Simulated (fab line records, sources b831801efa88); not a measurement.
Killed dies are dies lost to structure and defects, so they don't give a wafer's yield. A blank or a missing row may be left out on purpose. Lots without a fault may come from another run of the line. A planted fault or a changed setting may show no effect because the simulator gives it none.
Which tool did it? | flow gf180mcu | 6 lots, 18 wafers sampled, at 3 steps of a route of 602

WHAT THE GAUGES READ, wafer by wafer
GF_POLY_GATE_THK_MEAS_01.
lot  | measured     | on            | POLY_GATE_CVD_00_THK (nm)
L316 | day 9 09:38  | film_metro-04 | 200.4 201.3 200.9
L320 | day 10 14:07 | film_metro-02 | 199.6 197.7 198.4
L322 | day 11 07:06 | film_metro-02 | 203.5 203.0 200.2
L326 | day 12 05:26 | film_metro-02 | 199.1 198.4 199.2
L328 | day 12 18:36 | film_metro-02 | 261.6 261.6 263.5
L330 | day 13 12:18 | film_metro-02 | 200.9 201.9 200.2

WHICH TOOL RAN EACH LOT (tool, then ch and the chambers of the sampled wafers, then the start)
lot  | GF_DNWELL_STRIP_08                  | GF_POLY_GATE_CVD_00
L316 | plasma_asher-04 ch 0,1, day 3 11:06 | lpcvd-02 ch 0, day 9 08:19
L320 | plasma_asher-02 ch 0,1, day 4 09:19 | lpcvd-01 ch 1, day 10 12:46
L322 | plasma_asher-02 ch 1, day 4 21:08   | lpcvd-02 ch 0, day 11 05:05
L326 | plasma_asher-02 ch 0,1, day 5 16:16 | lpcvd-01 ch 0, day 12 04:04
L328 | plasma_asher-04 ch 0,1, day 6 02:17 | lpcvd-01 ch 0, day 12 17:16
L330 | plasma_asher-04 ch 0,1, day 6 13:50 | lpcvd-02 ch 1, day 13 10:58
- GF_DNWELL_STRIP_08: strips in O2/N2.
- GF_POLY_GATE_CVD_00: deposits poly-Si, target thk 200 nm, time 1200 s.

THE ANSWER, worked out from the rows above alone
Rule: what is usual is taken from the lots themselves. Put in order of their means at a reading, lots are off if they are a third of the lots or fewer, leave a main group of 4 or more, and stand apart from it by a gap of 3 or more times the standard deviation of the main group's means; of several such gaps the widest counts. A main group whose means are all the same, to the digits that the tables above print for the reading, isn't used. A lot without any number at a reading at which 4 lots or more have one is off too. The other lots that the step has rows for count as sound.
Off: L328, at GF_POLY_GATE_THK_MEAS_01 (POLY_GATE_CVD_00_THK). The main group: mean 200.3 nm, standard deviation 1.4.
A tool fits if, at a process step before that reading, it ran every lot that is off, and no sound lot after the first of them. The gauges at GF_POLY_GATE_THK_MEAS_01 are tried like those tools. One fits: lpcvd-01 at GF_POLY_GATE_CVD_00. Its last sound lot is L326 (day 12 04:04), its first lot that is off L328 (day 12 17:16): a fault that began between those two fits.

WHAT THE SIMULATOR HAD PUT IN
Process parameter drift: lpcvd-01, from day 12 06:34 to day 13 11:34, at GF_POLY_GATE_CVD_00. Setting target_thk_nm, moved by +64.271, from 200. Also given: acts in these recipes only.
Lots struck among those shown: L328. The rule above found the same.
